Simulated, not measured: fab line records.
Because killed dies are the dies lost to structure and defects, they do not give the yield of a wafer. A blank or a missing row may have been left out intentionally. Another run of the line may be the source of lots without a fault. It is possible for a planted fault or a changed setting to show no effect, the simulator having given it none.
A struck lot beside a sound one / flow gf180mcu / 16 out of 602 route steps
Sound: these wafers, L434.1, L434.2, L434.4. Struck: wafers L424.1, L424.2, L424.4. Last of all comes the cause.
For every step that has rows: the tool of each side, followed by ch and its chambers, followed by its first start. Under that, the readings that differ: sound wafers / struck wafers / difference of the means / sigmas: that difference in standard deviations of wafers without a fault.
alike: words and numbers the same on both sides, and readings whose means are apart by under 2 such deviations; not compared: readings that were withheld, readings missing a value for some wafer, numbers with overlapping values and no deviation given by the record, and bounds like >300 which may hide the same value.
A row with sigmas, a row that says differs or no value, or rows on one side alone: a step with any of these is where the two part. When numbers do not overlap yet have no deviation, they are printed without sigmas and do not part them. A reading that every wafer of one side lacks parts them only if that side has two wafers or more.

GF_POLY_GATE_THK_MEAS_01:
  sound: film_metro-02 at day 14 09:04; struck: film_metro-04 at day 11 00:52
  alike: POLY_GATE_CVD_00_THK
then, 8 steps without rows for these wafers: GF_POLY_GATE_DEHYDRATE_02 (time 60 s); GF_POLY_GATE_HMDS_03 (prime time 60 s); GF_POLY_GATE_COAT_04; GF_POLY_GATE_COAT_05 (resist thk 700 nm); GF_POLY_GATE_SOFTBAKE_06 (time 60 s); GF_POLY_GATE_EXPOSE_07 (exposes mask Poly2, target cd 280 nm); GF_POLY_GATE_PEB_08 (peb time 90 s); GF_POLY_GATE_DEVELOP_09 (develop time 60 s).
GF_POLY_GATE_CD_MEAS_10: target cd 280 nm.
  sound: cd_sem-01 at day 15 06:42; struck: cd_sem-01 at day 11 19:23
  alike: cd_nm
GF_POLY_GATE_OVL_MEAS_11:
  sound: overlay-02 at day 15 06:49; struck: overlay-02 at day 11 19:31
  alike: POLY_GATE_OVL
GF_POLY_GATE_ETCH_12: etches BARC in N2/H2.
  sound on rie_diel-04 ch 0,1,2, day 15 06:51; struck on rie_diel-04 ch 0,2, day 11 19:33
  alike: bias_w, chamber_pressure_mTorr, drypump_motor_current_A, oes_product_au, throttle_valve_pct
GF_POLY_GATE_ETCH_13: etches poly-Si in HBr/Cl2, stops on SiO2, target depth 198.5 nm, time 69.6 s.
  sound on rie_si-01 ch 1,2,3, day 15 06:54; struck on rie_si-02 ch 1,2,3, day 11 19:36
  no value came back on the struck wafers for any of 7 readings (HBr_flow_sccm (sccm), bias_w (W) and others); on the sound wafers HBr_flow_sccm (sccm) reads 149.3 149.7 149.7
GF_POLY_GATE_STRIP_14: strips in O2/N2.
  sound on plasma_asher-01 ch 0,1, day 15 06:58; struck on plasma_asher-01 ch 0,1, day 11 19:40
reading=oes_product_au (a.u.); sound=0.506 0.505 0.509; struck=0.534 0.542 0.536; difference=+0.031; sigmas=+6
  alike: drypump_motor_current_A, heater_power_w
  not compared: rf_hours_counter_h
then, 1 step without rows for these wafers: GF_POLY_GATE_CLEAN_15 (cleans in SC1/SC2, time 150 s).
-- here the record skips 20 days between the struck wafers' starts before and after, leaving off in module POLY_GATE and picking up in module PASSIVATION (first step shown: number 602 of the route) --
GF_PASSIVATION_PROBE_99:
  rows exist in the record for the struck wafers here (prober-01, day 31 19:35), but not for the sound ones

== WHERE THEY PART ==
Last at GF_PASSIVATION_PROBE_99 as far as this record goes, first at GF_POLY_GATE_ETCH_13.

WHY: what the simulator had put in
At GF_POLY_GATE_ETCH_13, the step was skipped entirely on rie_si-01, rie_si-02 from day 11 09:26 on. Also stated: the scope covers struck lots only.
